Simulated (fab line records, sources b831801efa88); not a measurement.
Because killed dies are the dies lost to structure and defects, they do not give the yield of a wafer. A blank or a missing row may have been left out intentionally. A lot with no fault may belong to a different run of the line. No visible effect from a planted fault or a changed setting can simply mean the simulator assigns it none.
2 desks, one fault / flow gf180mcu / each desk has only its own numbers; what lay behind them comes last

AT THE METROLOGY DESK
Means of the sampled wafers that have a number, per lot and without regard to the tool the lot ran on: this is what the gauges read. Any lot whose mean is over 4 standard deviations away from the usual mean is out of limits and marked OUT; that distance is given in the brackets.
Columns: A = V4_OVL at GF_V4_OVL_MEAS_15, usual -3 nm; B = V4_W_RS at GF_V4_RS_MEAS_24, usual 0.327 ohm/sq; C = V4_W_THK at GF_V4_THK_MEAS_25, usual 344 nm
lot=L995; first seen here=day 25 22:12; A=4; B=0.328; C=342
lot=L999; first seen here=day 27 09:14; A=-5; B=0.326; C=343
lot=L103; first seen here=day 28 18:53; A=-6; B=0.327; C=341
lot=L104; first seen here=day 29 06:41; A=-12; B=0.328; C=343
lot=L109; first seen here=day 30 08:22; A=-5; B=0.326; C=339
This desk's finding: nothing out of limits on any of the 5 lots.

FOR THE TOOL OWNER'S DESK: pvd sputter-02
The tool's own readings at GF_MIM_SPUTTER_00 (material Ti, target thk 37.5 nm, time 150 s): means of the sampled wafers that have a number, for each lot that ran on this tool. Any lot whose mean is over 4 standard deviations away from the usual mean is out of limits and marked OUT; that distance is given in the brackets.
Columns: A = throttle valve pct at GF_MIM_SPUTTER_00, usual 29.7 %
lot=L995; first seen here=day 25 23:35; A=29.9
lot=L103; first seen here=day 28 20:17; A=29.7
This desk's finding: nothing out of limits on any of the 2 lots.

ALL TOGETHER
At the metrology desk, nothing out of limits was observed.
Nothing out of limits was seen by the tool owner's desk.

WHAT WAS PUT IN BY THE SIMULATOR
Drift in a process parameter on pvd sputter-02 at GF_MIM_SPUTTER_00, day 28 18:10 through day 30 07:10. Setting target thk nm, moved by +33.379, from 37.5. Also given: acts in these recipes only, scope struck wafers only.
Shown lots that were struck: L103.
